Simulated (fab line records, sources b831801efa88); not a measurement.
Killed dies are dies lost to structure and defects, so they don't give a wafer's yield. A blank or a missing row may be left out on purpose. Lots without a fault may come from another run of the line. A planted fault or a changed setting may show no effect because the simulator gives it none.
A struck lot beside a sound one | flow sky130 | 21 steps out of a route of 708
Sound: wafers L978.1, L978.4, L978.5. Struck: wafers L986.1, L986.5, L986.6. The cause comes at the end.
At each step with rows: each side's tool, then ch and its chambers, then its first start. Under that, the readings that differ: sound wafers | struck wafers | difference of the means | sigmas: that difference in standard deviations of wafers without a fault.
alike: readings whose means differ by less than 2 such deviations, and words and numbers that are the same on both sides. not compared: withheld readings, readings that some wafer has no value for, bounds like >300 that may hide the same value, and numbers for which the record gives no deviation and whose values overlap.
The two part at a step that has a row with sigmas, a row that says differs or no value, or rows on one side only. Numbers that don't overlap but have no deviation are shown without sigmas and don't part them. A reading that every wafer of one side lacks parts them only if that side has two wafers or more.

first, 5 steps without rows for these wafers: SKY_SD_P_COAT_02 (resist thk 1140 nm); SKY_SD_P_SOFTBAKE_03 (time 60 s); SKY_SD_P_EXPOSE_04 (exposes mask PSDM, target cd 380 nm); SKY_SD_P_PEB_05; SKY_SD_P_DEVELOP_06 (develop time 60 s).
SKY_SD_P_CD_MEAS_07: target cd 380 nm.
  sound on cd_sem-02, day 27 20:43; struck on cd_sem-02, day 30 11:56
  alike: cd_nm
SKY_SD_P_OVL_MEAS_08:
  sound on overlay-02, day 27 20:50; struck on overlay-02, day 30 12:03
  alike: SD_P_OVL
then, 1 step without rows for these wafers: SKY_SD_P_IMPLANT_09.
SKY_SD_P_STRIP_10: strips in O2/N2.
  sound on plasma_asher-04 ch 0,1, day 27 21:02; struck on plasma_asher-04 ch 0,1, day 30 12:14
  alike: chamber_pressure_mTorr, drypump_motor_current_A, oes_product_au, strip_time_to_endpoint_s
  not compared: rf_hours_counter_h
SKY_SD_P_TW_MEAS_11:
  sound on film_metro-01, day 27 21:08; struck on film_metro-02, day 30 12:20
  alike: SD_P_TW
then, 2 steps without rows for these wafers: SKY_RES_XHIGH_DEHYDRATE_00 (time 60 s); SKY_RES_XHIGH_HMDS_01 (prime time 60 s).
SKY_RES_XHIGH_COAT_02: resist thk 1140 nm.
  sound on litho_track-02 ch 0, day 28 10:56; struck on litho_track-03 ch 0, day 31 02:13
  reading                                        | sound                | struck               | difference | sigmas
  spin_speed_rpm (rpm)                           | 2998.9 3001.4 2998.6 | 2799.0 2796.3 2797.9 | -201.9     | -92
  model.NOVOLAK_of_RES_XHIGH_COAT_02.thk_nm (nm) | 1140 1140 1142       | 1180 1177 1179       | +38        |
then, 3 steps without rows for these wafers: SKY_RES_XHIGH_SOFTBAKE_03 (time 60 s); SKY_RES_XHIGH_EXPOSE_04 (exposes mask URPM, target cd 1270 nm); SKY_RES_XHIGH_PEB_05.
SKY_RES_XHIGH_DEVELOP_06: develop time 60 s.
  sound on litho_track-02 ch 0, day 29 04:53; struck on litho_track-01 ch 0, day 31 16:37
  reading                                        | sound          | struck         | difference | sigmas
  model.NOVOLAK_of_RES_XHIGH_COAT_02.thk_nm (nm) | 1140 1140 1141 | 1179 1177 1179 | +38        |
then, 1 step without rows for these wafers: SKY_RES_XHIGH_IMPLANT_07.
SKY_RES_XHIGH_STRIP_08: strips in O2/N2.
  sound on plasma_asher-03 ch 0,1, day 29 05:11; struck on plasma_asher-01 ch 0,1, day 31 16:55
  reading                      | sound             | struck            | difference | sigmas
  strip_time_to_endpoint_s (s) | 14.27 14.27 14.28 | 14.71 14.68 14.70 | +0.42      | +12
  alike: chamber_pressure_mTorr, drypump_motor_current_A, oes_product_au
  not compared: rf_hours_counter_h
SKY_RES_XHIGH_TW_MEAS_09:
  sound on film_metro-03, day 29 05:17; struck on film_metro-02, day 31 17:01
  alike: RES_XHIGH_TW
SKY_PAD_OPEN_PROBE_99:
  the record has rows for the sound wafers here (prober-01, day 47 21:04) and none for the struck ones

WHERE THEY PART
First at SKY_RES_XHIGH_COAT_02; last, within this record, at SKY_PAD_OPEN_PROBE_99.

WHY: what the simulator had put in
Process parameter drift: litho_track-03, from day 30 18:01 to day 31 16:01, at SKY_RES_XHIGH_COAT_02. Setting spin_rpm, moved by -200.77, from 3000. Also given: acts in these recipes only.
